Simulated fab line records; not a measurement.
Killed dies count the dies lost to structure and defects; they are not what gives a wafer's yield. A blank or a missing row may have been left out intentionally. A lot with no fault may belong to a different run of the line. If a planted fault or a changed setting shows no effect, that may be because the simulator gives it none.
fab line records -- flow gf180mcu -- part 1 of 2: steps 1 to 26 of 37
record lots=5, wafers=15, last_day=33
route steps=602 shown V4@488 MIM@503
lots that met no fault: taken from a fault-free run of the same line
start_h: the number of hours between the record's first day and the start of the first shown wafer of the lot -- wait_h: how many hours have passed since the lot's step before this one -- " identical to the entry in the row above -- L1.1+2: several wafers, shown together as one row -- - no value, or no start given -- * or withheld: withheld -- < > ~ a bound
route shown NAME@n: names a module that has steps shown in the file, with the first one's number in the route -- usual: mean and standard deviation over wafers with no fault -- same: alike in all rows -- chamber/n: place in a boat -- sites: each site's reading -- _std_site: standard deviation across them -- _edge_site: inner sites' mean taken away from outer sites' mean -- radius_mm: how far each site lies from the wafer's centre -- mask NAME#n: copy n -- behind: the tool/chamber that last shaped the wafer -- hold: what put the lot on hold/how long, in hours/how the hold closed -- device: the n, p or np transistor that did not switch -- end of line: the route-end tests of the same wafers -- a step without rows: its recipe alone -- killed: dies lost to structure and defects at the first sort, not the wafer's yield -- map: shows each die of a wafer: x if killed, . if not, _ if none is there
set.NAME: the setting the step ran with; set.NAME@STEP: the setting that earlier step ran with -- model.NAME: the simulator's own value behind a step, which no gauge read
a table for each step, a row for each wafer; lots at some steps of the route
services: from which hour (start_h, from the record's first day; less than 0 if before it) a tool's chamber was out of use, for how many hours, and why
## steps
# step GF_V4_PEB_12
# recipe peb_temp_c=135, peb_time_s=90, resist=KrF
lot.wafer,tool,chamber,start_h,wait_h
L077.1+3+6,litho_track-03,0,-,-
L078.2+4+5,litho_track-03,0,-,-
L089.1+2+4,litho_track-01,0,-,-
L091.1+2+5,litho_track-04,0,-,-
L092.2+5+6,litho_track-01,0,-,-
# step GF_V4_DEVELOP_13
# recipe develop_time_s=60, resist=KrF, dev_temp_c=21
lot.wafer,tool,chamber,start_h,wait_h
L077.1+3+6,litho_track-03,0,591.96,0.2
L078.2+4+5,litho_track-03,0,602.14,0.2
L089.1+2+4,litho_track-01,0,675.71,0.2
L091.1+2+5,litho_track-04,0,689.63,0.2
L092.2+5+6,litho_track-01,0,706.63,0.2
# step GF_V4_CD_MEAS_14
# recipe target_cd_nm=260
# usual cd_nm=259.8/1.3
lot.wafer,tool,chamber,start_h,wait_h,cd_nm
L077.1,cd_sem-01,-,592.11,0.1,260.5
L077.3,cd_sem-01,-,592.11,0.1,260.6
L077.6,cd_sem-01,-,592.11,0.1,261.2
L078.2,cd_sem-01,-,602.28,0.1,258.3
L078.4,cd_sem-01,-,602.28,0.1,259.1
L078.5,cd_sem-01,-,602.28,0.1,259.1
L089.1,cd_sem-02,-,675.86,0.1,260.0
L089.2,cd_sem-02,-,675.86,0.1,259.2
L089.4,cd_sem-02,-,675.86,0.1,259.5
L091.1,cd_sem-02,-,689.78,0.1,259.0
L091.2,cd_sem-02,-,689.78,0.1,259.4
L091.5,cd_sem-02,-,689.78,0.1,259.2
L092.2,cd_sem-02,-,706.78,0.1,260.6
L092.5,cd_sem-02,-,706.78,0.1,261.2
L092.6,cd_sem-02,-,706.78,0.1,261.1
# step GF_V4_OVL_MEAS_15
# usual V4_OVL=0/5.4
lot.wafer,tool,chamber,start_h,wait_h,V4_OVL[nm]
L077.1,overlay-02,-,592.23,0.1,7
L077.3,overlay-02,-,592.23,0.1,3
L077.6,overlay-02,-,592.23,0.1,-3
L078.2,overlay-02,-,602.39,0.1,-3
L078.4,overlay-02,-,602.39,0.1,1
L078.5,overlay-02,-,602.39,0.1,3
L089.1,overlay-02,-,675.98,0.1,-2
L089.2,overlay-02,-,675.98,0.1,3
L089.4,overlay-02,-,675.98,0.1,-6
L091.1,overlay-02,-,689.90,0.1,7
L091.2,overlay-02,-,689.90,0.1,-1
L091.5,overlay-02,-,689.90,0.1,9
L092.2,overlay-01,-,706.88,0.1,6
L092.5,overlay-01,-,706.88,0.1,2
L092.6,overlay-01,-,706.88,0.1,8
# step GF_V4_ETCH_16
# recipe chemistry=N2/H2, target_depth_a=withheld, overetch_a=withheld, time_s=withheld, target=BARC, ion_energy_ev=200, source_w=500, bias_w=102.6, pressure_mtorr=30, n2_flow_sccm=100, h2_flow_sccm=200
# usual drypump_motor_current_A=5.8/0.48, oes_product_au=0.855/0.0046, throttle_valve_pct=13.225/0.0093
lot.wafer,tool,chamber,start_h,wait_h,drypump_motor_current_A,oes_product_au,throttle_valve_pct
L077.1,rie_diel-03,0,592.27,0.0,6.1,0.858,13.215
L077.3,rie_diel-03,3,592.27,0.0,5.5,0.851,13.234
L077.6,rie_diel-03,2,592.27,0.0,6.7,0.847,13.225
L078.2,rie_diel-01,1,602.42,0.0,6.3,0.855,13.225
L078.4,rie_diel-01,3,602.42,0.0,5.4,0.856,13.214
L078.5,rie_diel-01,1,602.42,0.0,6.3,0.857,13.230
L089.1,rie_diel-02,3,676.01,0.0,5.7,0.857,13.223
L089.2,rie_diel-02,2,676.01,0.0,5.8,0.856,13.221
L089.4,rie_diel-02,1,676.01,0.0,5.1,0.857,13.226
L091.1,rie_diel-01,3,689.94,0.0,5.3,0.853,13.237
L091.2,rie_diel-01,2,689.94,0.0,6.3,0.860,13.212
L091.5,rie_diel-01,3,689.94,0.0,5.4,0.852,13.217
L092.2,rie_diel-03,0,706.91,0.0,6.0,0.848,13.215
L092.5,rie_diel-03,1,706.91,0.0,6.0,0.848,13.225
L092.6,rie_diel-03,0,706.91,0.0,6.1,0.844,13.221
# step GF_V4_ETCH_17
# recipe chemistry=C4F8/O2/Ar, mask_material=KrF, target=SiO2, stop_on=TiN, source_w=1500, bias_w=1200, pressure_mtorr=40, c4f8_flow_sccm=withheld, O2_flow_sccm=6, Ar_flow_sccm=300, time_s=withheld, target_depth_a=6300
# usual oes_product_au=0.856/0.0044
lot.wafer,tool,chamber,start_h,wait_h,oes_product_au
L077.1,rie_diel-03,0,-,-,0.848
L077.3,rie_diel-03,3,-,-,0.854
L077.6,rie_diel-03,2,-,-,0.858
L078.2,rie_diel-01,1,-,-,0.857
L078.4,rie_diel-01,3,-,-,0.853
L078.5,rie_diel-01,1,-,-,0.852
L089.1,rie_diel-02,0,-,-,0.850
L089.2,rie_diel-02,1,-,-,0.866
L089.4,rie_diel-02,3,-,-,0.863
L091.1,rie_diel-01,3,-,-,0.858
L091.2,rie_diel-01,2,-,-,0.857
L091.5,rie_diel-01,3,-,-,0.859
L092.2,rie_diel-03,0,-,-,0.853
L092.5,rie_diel-03,1,-,-,0.863
L092.6,rie_diel-03,0,-,-,0.859
# step GF_V4_STRIP_18
# recipe chemistry=O2/N2, power_w=1400, pressure_mtorr=1500, platen_temp_c=250, o2_flow_sccm=3000, n2_flow_sccm=300, overash_fraction=0.5
# usual drypump_motor_current_A=5.7/0.52, heater_power_w=334/22, oes_product_au=0.593/0.0045
lot.wafer,tool,chamber,start_h,wait_h,drypump_motor_current_A,heater_power_w,oes_product_au,rf_hours_counter_h
L077.1,plasma_asher-02,1,592.40,-,5.9,318,0.592,45
L077.3,plasma_asher-02,1,592.40,-,5.9,318,0.594,-
L077.6,plasma_asher-02,0,592.40,-,6.3,328,0.594,-
L078.2,plasma_asher-01,1,602.55,-,4.9,347,0.586,19
L078.4,plasma_asher-01,1,602.55,-,4.9,352,0.590,-
L078.5,plasma_asher-01,1,602.55,-,4.9,345,0.593,-
L089.1,plasma_asher-03,1,676.14,-,5.9,295,0.595,87
L089.2,plasma_asher-03,0,676.14,-,4.9,339,0.601,87
L089.4,plasma_asher-03,1,676.14,-,5.9,291,0.589,-
L091.1,plasma_asher-03,1,690.06,-,5.9,293,0.590,89
L091.2,plasma_asher-03,0,690.06,-,5.0,344,0.598,89
L091.5,plasma_asher-03,0,690.06,-,4.9,330,0.597,-
L092.2,plasma_asher-02,1,707.04,-,5.9,329,0.596,57
L092.5,plasma_asher-02,1,707.04,-,5.9,334,0.590,-
L092.6,plasma_asher-02,0,707.04,-,6.3,329,0.589,-
# step GF_V4_STRIP_19
# recipe chemistry=post_etch_residue_remover, time_s=1200, temp_c=72.5
# usual bath_heat_duty_pct=14.7/1.7
lot.wafer,tool,chamber,start_h,wait_h,bath_heat_duty_pct
L077.1,wet_bench-03,0,592.50,0.1,13.0
L077.3,wet_bench-03,0,592.50,0.1,13.2
L077.6,wet_bench-03,0,592.50,0.1,12.8
L078.2,wet_bench-03,0,602.65,0.1,13.4
L078.4,wet_bench-03,0,602.65,0.1,11.6
L078.5,wet_bench-03,0,602.65,0.1,12.9
L089.1,wet_bench-02,2,676.24,0.1,19.5
L089.2,wet_bench-02,2,676.24,0.1,19.4
L089.4,wet_bench-02,2,676.24,0.1,18.0
L091.1,wet_bench-02,3,690.16,0.1,15.7
L091.2,wet_bench-02,3,690.16,0.1,16.6
L091.5,wet_bench-02,3,690.16,0.1,15.3
L092.2,wet_bench-03,2,707.14,0.1,14.7
L092.5,wet_bench-03,2,707.14,0.1,14.9
L092.6,wet_bench-03,2,707.14,0.1,14.8
# step GF_V4_CLEAN_20
# recipe chemistry=DIW, dry=n2_spin
lot.wafer,tool,chamber,start_h,wait_h
L077.1+3+6,wet_bench-02,1,592.84,0.0
L078.2+4+5,wet_bench-01,3,602.99,0.0
L089.1+2+4,wet_bench-01,2,676.59,0.0
L091.1+2+5,wet_bench-02,2,690.51,0.0
L092.2+5+6,wet_bench-01,2,707.49,0.0
# step GF_V4_SPUTTER_21
# recipe material=Ti, target_thk_nm=15, chamber_pressure_pa=5, power_w=2500, substrate_temp_c=200, time_s=80.02
# usual throttle_valve_pct=30.3/1.1
lot.wafer,tool,chamber,start_h,wait_h,throttle_valve_pct
L077.1,pvd_sputter-03,-,592.93,0.0,29.9
L077.3,pvd_sputter-03,-,592.93,0.0,30.5
L077.6,pvd_sputter-03,-,592.93,0.0,32.1
L078.2,pvd_sputter-02,-,603.10,0.0,30.4
L078.4,pvd_sputter-02,-,603.10,0.0,28.2
L078.5,pvd_sputter-02,-,603.10,0.0,29.5
L089.1,pvd_sputter-02,-,676.68,0.0,30.7
L089.2,pvd_sputter-02,-,676.68,0.0,29.6
L089.4,pvd_sputter-02,-,676.68,0.0,28.1
L091.1,pvd_sputter-04,-,690.60,0.0,31.1
L091.2,pvd_sputter-04,-,690.60,0.0,29.7
L091.5,pvd_sputter-04,-,690.60,0.0,29.9
L092.2,pvd_sputter-04,-,707.58,0.0,29.2
L092.5,pvd_sputter-04,-,707.58,0.0,29.2
L092.6,pvd_sputter-04,-,707.58,0.0,31.1
# step GF_V4_SPUTTER_22
# recipe material=TiN, target_thk_nm=10, chamber_pressure_pa=5, power_w=4000, time_s=40
# usual throttle_valve_pct=30.3/1.1
lot.wafer,tool,chamber,start_h,wait_h,throttle_valve_pct
L077.1,pvd_sputter-03,-,592.99,0.0,29.8
L077.3,pvd_sputter-03,-,592.99,0.0,30.7
L077.6,pvd_sputter-03,-,592.99,0.0,31.8
L078.2,pvd_sputter-02,-,603.16,0.0,30.7
L078.4,pvd_sputter-02,-,603.16,0.0,28.2
L078.5,pvd_sputter-02,-,603.16,0.0,29.8
L089.1,pvd_sputter-02,-,676.74,0.0,30.8
L089.2,pvd_sputter-02,-,676.74,0.0,29.7
L089.4,pvd_sputter-02,-,676.74,0.0,27.9
L091.1,pvd_sputter-04,-,690.66,0.0,31.4
L091.2,pvd_sputter-04,-,690.66,0.0,29.8
L091.5,pvd_sputter-04,-,690.66,0.0,29.8
L092.2,pvd_sputter-04,-,707.64,0.0,29.1
L092.5,pvd_sputter-04,-,707.64,0.0,29.2
L092.6,pvd_sputter-04,-,707.64,0.0,31.6
# step GF_V4_CVD_23
# recipe material=W, target_thk_nm=350, time_s=104.9, temp_c=400, pressure_torr=40
# usual heater_power_outer_w=520/63, heater_power_w=794/63
lot.wafer,tool,chamber,start_h,wait_h,heater_power_outer_w,heater_power_w
L077.1,cvd_w-01,1,593.03,0.0,597,862
L077.3,cvd_w-01,0,593.03,0.0,442,719
L077.6,cvd_w-01,0,593.03,0.0,439,708
L078.2,cvd_w-01,0,603.20,0.0,446,705
L078.4,cvd_w-01,1,603.20,0.0,606,877
L078.5,cvd_w-01,1,603.20,0.0,595,853
L089.1,cvd_w-01,0,676.78,0.0,450,714
L089.2,cvd_w-01,1,676.78,0.0,604,857
L089.4,cvd_w-01,1,676.78,0.0,595,886
L091.1,cvd_w-02,1,690.70,0.0,556,810
L091.2,cvd_w-02,0,690.70,0.0,464,746
L091.5,cvd_w-02,0,690.70,0.0,488,745
L092.2,cvd_w-01,1,707.68,0.0,602,869
L092.5,cvd_w-01,1,707.68,0.0,602,876
L092.6,cvd_w-01,0,707.68,0.0,445,721
# step GF_V4_RS_MEAS_24
# recipe thk_meas_gauge=four-point-probe, reads=W_of_V4_CVD_23+TiN_of_V4_SPUTTER_22+Ti_of_V4_SPUTTER_21
# usual V4_W_RS=0.330/0.0038
lot.wafer,tool,chamber,start_h,wait_h,V4_W_RS[ohm/sq]
L077.1,film_metro-01,-,593.15,0.1,0.333
L077.3,film_metro-01,-,593.15,0.1,0.328
L077.6,film_metro-01,-,593.15,0.1,0.327
L078.2,film_metro-01,-,603.33,0.1,0.330
L078.4,film_metro-01,-,603.33,0.1,0.332
L078.5,film_metro-01,-,603.33,0.1,0.334
L089.1,film_metro-01,-,676.89,0.1,0.329
L089.2,film_metro-01,-,676.89,0.1,0.333
L089.4,film_metro-01,-,676.89,0.1,0.335
L091.1,film_metro-02,-,690.81,0.1,0.320
L091.2,film_metro-02,-,690.81,0.1,0.324
L091.5,film_metro-02,-,690.81,0.1,0.324
L092.2,film_metro-01,-,707.81,0.1,0.332
L092.5,film_metro-01,-,707.81,0.1,0.333
L092.6,film_metro-01,-,707.81,0.1,0.327
# step GF_V4_THK_MEAS_25
# recipe thk_meas_gauge=xrf, reads=W_of_V4_CVD_23
# usual V4_W_THK=351/6.3
lot.wafer,tool,chamber,start_h,wait_h,V4_W_THK[nm]
L077.1,film_metro-01,-,593.27,0.1,343
L077.3,film_metro-01,-,593.27,0.1,346
L077.6,film_metro-01,-,593.27,0.1,348
L078.2,film_metro-01,-,603.44,0.1,344
L078.4,film_metro-01,-,603.44,0.1,341
L078.5,film_metro-01,-,603.44,0.1,338
L089.1,film_metro-01,-,677.01,0.1,348
L089.2,film_metro-01,-,677.01,0.1,346
L089.4,film_metro-01,-,677.01,0.1,344
L091.1,film_metro-02,-,690.93,0.1,368
L091.2,film_metro-02,-,690.93,0.1,363
L091.5,film_metro-02,-,690.93,0.1,366
L092.2,film_metro-01,-,707.92,0.1,348
L092.5,film_metro-01,-,707.92,0.1,350
L092.6,film_metro-01,-,707.92,0.1,356
# step GF_V4_CMP_26
# recipe stop_on=SiO2, down_force_psi=3.5, platen_rpm=60, t_overpolish_s=15, target_thk_nm=0, pad_velocity_m_s=0.94248
# usual motor_current_A=10.5/1, overpolish_run_s=15.000/0.0094, platen_rpm=60.00/0.038, time_to_endpoint_s=83/4.1
lot.wafer,tool,chamber,start_h,wait_h,motor_current_A,overpolish_run_s,platen_rpm,time_to_endpoint_s
L077.1,cmp-01,3,593.33,0.1,12.8,15.015,60.07,80
L077.3,cmp-01,2,593.33,0.1,11.3,14.988,60.05,79
L077.6,cmp-01,0,593.33,0.1,11.4,15.004,60.01,77
L078.4,cmp-02,0,603.59,0.1,11.0,14.989,59.92,87
L078.2,cmp-02,1,603.59,0.1,10.2,15.004,59.95,89
L078.5,cmp-02,2,603.59,0.1,9.9,15.002,59.99,89
L089.2,cmp-02,3,677.12,0.1,8.5,15.030,59.97,79
L089.1,cmp-02,0,677.12,0.1,10.6,14.995,60.02,79
L089.4,cmp-02,1,677.12,0.1,10.4,14.992,59.99,82
L091.2,cmp-02,1,691.09,0.1,10.3,15.010,60.02,89
L091.1,cmp-02,2,691.09,0.1,10.1,15.016,59.97,87
L091.5,cmp-02,3,691.09,0.1,9.1,14.998,60.02,82
L092.2,cmp-01,2,708.07,0.1,11.6,15.005,59.98,79
L092.5,cmp-01,0,708.07,0.1,11.1,14.989,59.95,80
L092.6,cmp-01,1,708.07,0.1,11.1,15.007,60.00,83
# step GF_MIM_SPUTTER_00
# recipe material=Ti, target_thk_nm=37.5, arriving_ion_energy_ev=80, substrate_temp_c=200, chamber_pressure_pa=2, power_w=4000, time_s=150
# usual throttle_valve_pct=30.0/0.88
lot.wafer,tool,chamber,start_h,wait_h,throttle_valve_pct
L077.1,pvd_sputter-02,-,593.63,0.2,29.4
L077.3,pvd_sputter-02,-,593.63,0.2,29.3
L077.6,pvd_sputter-02,-,593.63,0.2,29.2
L078.2,pvd_sputter-03,-,603.79,0.1,32.0
L078.4,pvd_sputter-03,-,603.79,0.1,30.8
L078.5,pvd_sputter-03,-,603.79,0.1,31.7
L089.1,pvd_sputter-02,-,677.37,0.1,28.0
L089.2,pvd_sputter-02,-,677.37,0.1,29.3
L089.4,pvd_sputter-02,-,677.37,0.1,30.5
L091.1,pvd_sputter-02,-,691.29,0.1,28.1
L091.2,pvd_sputter-02,-,691.29,0.1,30.7
L091.5,pvd_sputter-02,-,691.29,0.1,28.2
L092.2,pvd_sputter-01,-,708.27,0.1,30.9
L092.5,pvd_sputter-01,-,708.27,0.1,30.7
L092.6,pvd_sputter-01,-,708.27,0.1,29.8
# step GF_MIM_SPUTTER_01
# recipe material=TiN, target_thk_nm=30, power_w=6500, time_s=25, chamber_pressure_pa=0.4
# usual throttle_valve_pct=30.0/0.87
lot.wafer,tool,chamber,start_h,wait_h,throttle_valve_pct
L077.1,pvd_sputter-02,-,593.73,0.1,29.5
L077.3,pvd_sputter-02,-,593.73,0.1,29.2
L077.6,pvd_sputter-02,-,593.73,0.1,29.5
L078.2,pvd_sputter-03,-,603.89,0.1,31.7
L078.4,pvd_sputter-03,-,603.89,0.1,30.7
L078.5,pvd_sputter-03,-,603.89,0.1,32.1
L089.1,pvd_sputter-02,-,677.47,0.1,28.3
L089.2,pvd_sputter-02,-,677.47,0.1,29.0
L089.4,pvd_sputter-02,-,677.47,0.1,30.6
L091.1,pvd_sputter-02,-,691.39,0.1,28.3
L091.2,pvd_sputter-02,-,691.39,0.1,30.5
L091.5,pvd_sputter-02,-,691.39,0.1,28.1
L092.2,pvd_sputter-01,-,708.37,0.1,30.7
L092.5,pvd_sputter-01,-,708.37,0.1,30.8
L092.6,pvd_sputter-01,-,708.37,0.1,29.5
# step GF_MIM_SPUTTER_02
# recipe material=AlCu, target_thk_nm=450, power_w=10600, time_s=23.9, chamber_pressure_pa=0.4
# usual throttle_valve_pct=30.0/0.9
lot.wafer,tool,chamber,start_h,wait_h,throttle_valve_pct
L077.1,pvd_sputter-02,-,593.76,0.0,29.6
L077.3,pvd_sputter-02,-,593.76,0.0,29.2
L077.6,pvd_sputter-02,-,593.76,0.0,29.1
L078.2,pvd_sputter-03,-,603.92,0.0,32.0
L078.4,pvd_sputter-03,-,603.92,0.0,30.6
L078.5,pvd_sputter-03,-,603.92,0.0,31.6
L089.1,pvd_sputter-02,-,677.50,0.0,28.1
L089.2,pvd_sputter-02,-,677.50,0.0,29.0
L089.4,pvd_sputter-02,-,677.50,0.0,30.6
L091.1,pvd_sputter-02,-,691.42,0.0,28.0
L091.2,pvd_sputter-02,-,691.42,0.0,30.4
L091.5,pvd_sputter-02,-,691.42,0.0,28.1
L092.2,pvd_sputter-01,-,708.40,0.0,31.2
L092.5,pvd_sputter-01,-,708.40,0.0,31.0
L092.6,pvd_sputter-01,-,708.40,0.0,29.6
# step GF_MIM_SPUTTER_03
# recipe material=Ti, target_thk_nm=10, substrate_temp_c=300, chamber_pressure_pa=0.3, power_w=3000, time_s=6.7
# usual throttle_valve_pct=30.0/0.89
lot.wafer,tool,chamber,start_h,wait_h,throttle_valve_pct
L077.1,pvd_sputter-02,-,593.79,0.0,29.7
L077.3,pvd_sputter-02,-,593.79,0.0,29.3
L077.6,pvd_sputter-02,-,593.79,0.0,29.3
L078.2,pvd_sputter-03,-,603.95,0.0,31.6
L078.4,pvd_sputter-03,-,603.95,0.0,30.9
L078.5,pvd_sputter-03,-,603.95,0.0,31.7
L089.1,pvd_sputter-02,-,677.53,0.0,28.1
L089.2,pvd_sputter-02,-,677.53,0.0,29.1
L089.4,pvd_sputter-02,-,677.53,0.0,30.4
L091.1,pvd_sputter-02,-,691.45,0.0,27.9
L091.2,pvd_sputter-02,-,691.45,0.0,30.5
L091.5,pvd_sputter-02,-,691.45,0.0,28.2
L092.2,pvd_sputter-01,-,708.43,0.0,30.8
L092.5,pvd_sputter-01,-,708.43,0.0,31.0
L092.6,pvd_sputter-01,-,708.43,0.0,29.8
# step GF_MIM_SPUTTER_04
# recipe material=TiN, target_thk_nm=50, power_w=6500, time_s=41.7, chamber_pressure_pa=0.4
# usual throttle_valve_pct=30.0/0.9
lot.wafer,tool,chamber,start_h,wait_h,throttle_valve_pct
L077.1,pvd_sputter-02,-,593.81,0.0,29.6
L077.3,pvd_sputter-02,-,593.81,0.0,29.0
L077.6,pvd_sputter-02,-,593.81,0.0,29.2
L078.2,pvd_sputter-03,-,603.97,0.0,31.9
L078.4,pvd_sputter-03,-,603.97,0.0,30.6
L078.5,pvd_sputter-03,-,603.97,0.0,31.9
L089.1,pvd_sputter-02,-,677.55,0.0,28.1
L089.2,pvd_sputter-02,-,677.55,0.0,29.0
L089.4,pvd_sputter-02,-,677.55,0.0,30.9
L091.1,pvd_sputter-02,-,691.47,0.0,28.3
L091.2,pvd_sputter-02,-,691.47,0.0,30.5
L091.5,pvd_sputter-02,-,691.47,0.0,27.7
L092.2,pvd_sputter-01,-,708.45,0.0,31.0
L092.5,pvd_sputter-01,-,708.45,0.0,31.1
L092.6,pvd_sputter-01,-,708.45,0.0,29.7
# step GF_MIM_CVD_05
# recipe material=Si3N4, target_thk_nm=42, temp_max_c=400, temp_c=385, time_s=29.086, rf_w=450
# usual heater_power_outer_w=387/76, heater_power_w=657/100
lot.wafer,tool,chamber,start_h,wait_h,heater_power_outer_w,heater_power_w
L077.1,pecvd-02,1,593.85,0.0,306,561
L077.3,pecvd-02,2,593.85,0.0,544,833
L077.6,pecvd-02,2,593.85,0.0,547,846
L078.2,pecvd-01,0,604.01,0.0,400,681
L078.4,pecvd-01,0,604.01,0.0,401,687
L078.5,pecvd-01,2,604.01,0.0,419,654
L089.1,pecvd-01,0,677.59,0.0,376,626
L089.2,pecvd-01,2,677.59,0.0,397,666
L089.4,pecvd-01,0,677.59,0.0,374,630
L091.1,pecvd-03,2,691.51,0.0,356,611
L091.2,pecvd-03,0,691.51,0.0,357,589
L091.5,pecvd-03,0,691.51,0.0,365,586
L092.2,pecvd-03,0,708.49,0.0,310,535
L092.5,pecvd-03,2,708.49,0.0,342,605
L092.6,pecvd-03,1,708.49,0.0,312,546
# step GF_MIM_THK_MEAS_06
# recipe reads=Si3N4_of_MIM_CVD_05
# usual MIM_CVD_05_THK=42.1/0.62
lot.wafer,tool,chamber,start_h,wait_h,MIM_CVD_05_THK[nm]
L077.1,film_metro-03,-,593.88,0.0,42.1
L077.3,film_metro-03,-,593.88,0.0,42.4
L077.6,film_metro-03,-,593.88,0.0,42.7
L078.2,film_metro-03,-,604.09,0.1,42.2
L078.4,film_metro-03,-,604.09,0.1,43.3
L078.5,film_metro-03,-,604.09,0.1,43.1
L089.1,film_metro-04,-,677.62,0.0,42.6
L089.2,film_metro-04,-,677.62,0.0,42.9
L089.4,film_metro-04,-,677.62,0.0,43.0
L091.1,film_metro-03,-,691.54,0.0,41.8
L091.2,film_metro-03,-,691.54,0.0,41.7
L091.5,film_metro-03,-,691.54,0.0,41.9
L092.2,film_metro-04,-,708.53,0.0,40.7
L092.5,film_metro-04,-,708.53,0.0,41.9
L092.6,film_metro-04,-,708.53,0.0,42.2
# step GF_MIM_SPUTTER_07
# recipe material=TiN, target_thk_nm=60, power_w=6500, time_s=50, chamber_pressure_pa=0.4
# usual throttle_valve_pct=30.1/0.8
lot.wafer,tool,chamber,start_h,wait_h,throttle_valve_pct
L077.1,pvd_sputter-03,-,593.94,0.1,29.3
L077.3,pvd_sputter-03,-,593.94,0.1,31.7
L077.6,pvd_sputter-03,-,593.94,0.1,29.8
L078.2,pvd_sputter-02,-,604.14,0.0,28.2
L078.4,pvd_sputter-02,-,604.14,0.0,30.4
L078.5,pvd_sputter-02,-,604.14,0.0,30.7
L089.1,pvd_sputter-03,-,677.68,0.1,29.8
L089.2,pvd_sputter-03,-,677.68,0.1,30.6
L089.4,pvd_sputter-03,-,677.68,0.1,29.5
L091.1,pvd_sputter-01,-,691.60,0.1,31.0
L091.2,pvd_sputter-01,-,691.60,0.1,29.6
L091.5,pvd_sputter-01,-,691.60,0.1,29.6
L092.2,pvd_sputter-03,-,708.58,0.0,31.7
L092.5,pvd_sputter-03,-,708.58,0.0,29.6
L092.6,pvd_sputter-03,-,708.58,0.0,31.9
# step GF_MIM_SPUTTER_08
# recipe material=AlCu, target_thk_nm=200, power_w=10910, time_s=10.6, chamber_pressure_pa=0.4
# usual throttle_valve_pct=30.1/0.81
lot.wafer,tool,chamber,start_h,wait_h,throttle_valve_pct
L077.1,pvd_sputter-03,-,593.98,0.0,29.3
L077.3,pvd_sputter-03,-,593.98,0.0,31.7
L077.6,pvd_sputter-03,-,593.98,0.0,29.5
L078.2,pvd_sputter-02,-,604.19,0.0,28.1
L078.4,pvd_sputter-02,-,604.19,0.0,30.2
L078.5,pvd_sputter-02,-,604.19,0.0,30.5
L089.1,pvd_sputter-03,-,677.73,0.0,30.0
L089.2,pvd_sputter-03,-,677.73,0.0,30.7
L089.4,pvd_sputter-03,-,677.73,0.0,29.5
L091.1,pvd_sputter-01,-,691.65,0.0,31.0
L091.2,pvd_sputter-01,-,691.65,0.0,29.6
L091.5,pvd_sputter-01,-,691.65,0.0,29.9
L092.2,pvd_sputter-03,-,708.63,0.0,32.0
L092.5,pvd_sputter-03,-,708.63,0.0,29.6
L092.6,pvd_sputter-03,-,708.63,0.0,31.7
# step GF_MIM_SPUTTER_09
# recipe material=TiN, target_thk_nm=35, power_w=6500, time_s=29.2, chamber_pressure_pa=0.4
# usual throttle_valve_pct=30.1/0.8
lot.wafer,tool,chamber,start_h,wait_h,throttle_valve_pct
L077.1,pvd_sputter-03,-,594.01,0.0,29.3
L077.3,pvd_sputter-03,-,594.01,0.0,31.7
L077.6,pvd_sputter-03,-,594.01,0.0,29.7
L078.2,pvd_sputter-02,-,604.21,0.0,28.1
L078.4,pvd_sputter-02,-,604.21,0.0,30.4
L078.5,pvd_sputter-02,-,604.21,0.0,30.8
L089.1,pvd_sputter-03,-,677.75,0.0,30.0
L089.2,pvd_sputter-03,-,677.75,0.0,30.3
L089.4,pvd_sputter-03,-,677.75,0.0,29.7
L091.1,pvd_sputter-01,-,691.67,0.0,30.9
L091.2,pvd_sputter-01,-,691.67,0.0,29.6
L091.5,pvd_sputter-01,-,691.67,0.0,29.6
L092.2,pvd_sputter-03,-,708.65,0.0,31.8
L092.5,pvd_sputter-03,-,708.65,0.0,29.7
L092.6,pvd_sputter-03,-,708.65,0.0,32.0
# step GF_MIM_RS_MEAS_10
# recipe thk_meas_gauge=four-point-probe, reads=TiN_of_MIM_SPUTTER_09+AlCu_of_MIM_SPUTTER_08+TiN_of_MIM_SPUTTER_07
# usual MIM_ALCU_RS=0.1555/0.0019
lot.wafer,tool,chamber,start_h,wait_h,MIM_ALCU_RS[ohm/sq]
L077.1,film_metro-01,-,594.04,0.0,0.1540
L077.3,film_metro-01,-,594.04,0.0,0.1539
L077.6,film_metro-01,-,594.04,0.0,0.1544
L078.2,film_metro-04,-,604.26,0.0,0.1590
L078.4,film_metro-04,-,604.26,0.0,0.1571
L078.5,film_metro-04,-,604.26,0.0,0.1558
L089.1,film_metro-03,-,677.78,0.0,0.1548
L089.2,film_metro-03,-,677.78,0.0,0.1592
L089.4,film_metro-03,-,677.78,0.0,0.1563
L091.1,film_metro-04,-,691.70,0.0,0.1574
L091.2,film_metro-04,-,691.70,0.0,0.1552
L091.5,film_metro-04,-,691.70,0.0,0.1548
L092.2,film_metro-04,-,708.81,0.1,0.1556
L092.5,film_metro-04,-,708.81,0.1,0.1554
L092.6,film_metro-04,-,708.81,0.1,0.1567
